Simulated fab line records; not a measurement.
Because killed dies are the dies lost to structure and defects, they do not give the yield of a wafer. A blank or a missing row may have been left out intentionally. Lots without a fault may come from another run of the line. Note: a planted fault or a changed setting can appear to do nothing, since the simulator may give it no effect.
Chamber matching + flow sky130 + 4 sister chambers for SKY_VIA3_CMP_02 on cmp-02
The step polishes SiO2. 16 wafers are shown with their chamber, then 8 later ones without.

== EACH WAFER AND ITS CHAMBER ==
| wafer  | chamber | motor-current-A (A) |
|--------|---------|---------------------|
| L963.1 | 3       | 12.0                |
| L963.3 | 0       | 12.4                |
| L963.6 | 0       | 12.7                |
| L971.2 | 3       | 12.4                |
| L971.3 | 2       | 12.7                |
| L971.4 | 0       | 11.9                |
| L973.1 | 0       | 12.9                |
| L973.4 | 2       | 13.1                |
| L973.6 | 2       | 12.5                |
| L976.1 | 3       | 12.1                |
| L976.3 | 1       | 14.4                |
| L976.5 | 2       | 12.9                |
| L981.1 | 2       | 12.6                |
| L981.2 | 0       | 12.4                |
| L981.4 | 1       | 13.1                |
| L982.1 | 2       | 13.4                |

SIGNATURES (averages over the wafers above)
| reading         | chamber 0 | chamber 1 | chamber 2 | chamber 3 | scatter within a chamber |
|-----------------|-----------|-----------|-----------|-----------|--------------------------|
| motor-current-A | 12.460    | 13.750    | 12.867    | 12.167    | 0.416                    |
Rule: for each reading, subtract the chamber's mean from the wafer's reading, divide by that reading's scatter and square the result; add these up over the readings and take the root, which gives the wafer's distance from the chamber. The wafer belongs to the nearest chamber; if the next one is less than 2 further off, it can't be placed. The scatter is the square root of a quotient: the sum, over the shown wafers, of each reading's squared deviation from its chamber's mean, divided by wafers minus chambers.

== WAFERS WITHOUT THEIR CHAMBER ==
| wafer  | motor-current-A (A) |
|--------|---------------------|
| L982.3 | 13.0                |
| L982.5 | 12.5                |
| L983.1 | 13.6                |
| L983.2 | 12.2                |
| L983.6 | 12.6                |
| L985.2 | 12.3                |
| L985.3 | 12.5                |
| L985.5 | 12.2                |

== WHICH CHAMBER EACH WENT THROUGH ==
| wafer  | from the rows above               | in truth |
|--------|-----------------------------------|----------|
| L982.3 | can't be placed: 2 or 0 or 1 or 3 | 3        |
| L982.5 | can't be placed: 0 or 3 or 2      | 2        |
| L983.1 | can't be placed: 1 or 2           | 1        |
| L983.2 | can't be placed: 3 or 0 or 2      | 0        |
| L983.6 | can't be placed: 0 or 2 or 3      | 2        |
| L985.2 | can't be placed: 3 or 0 or 2      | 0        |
| L985.3 | can't be placed: 0 or 3 or 2      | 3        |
| L985.5 | can't be placed: 3 or 0 or 2      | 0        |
Placed correctly: 0 of 8. Can't be placed from these rows: 8 (the true chamber is among the candidates in 8). Wrongly placed: 0.
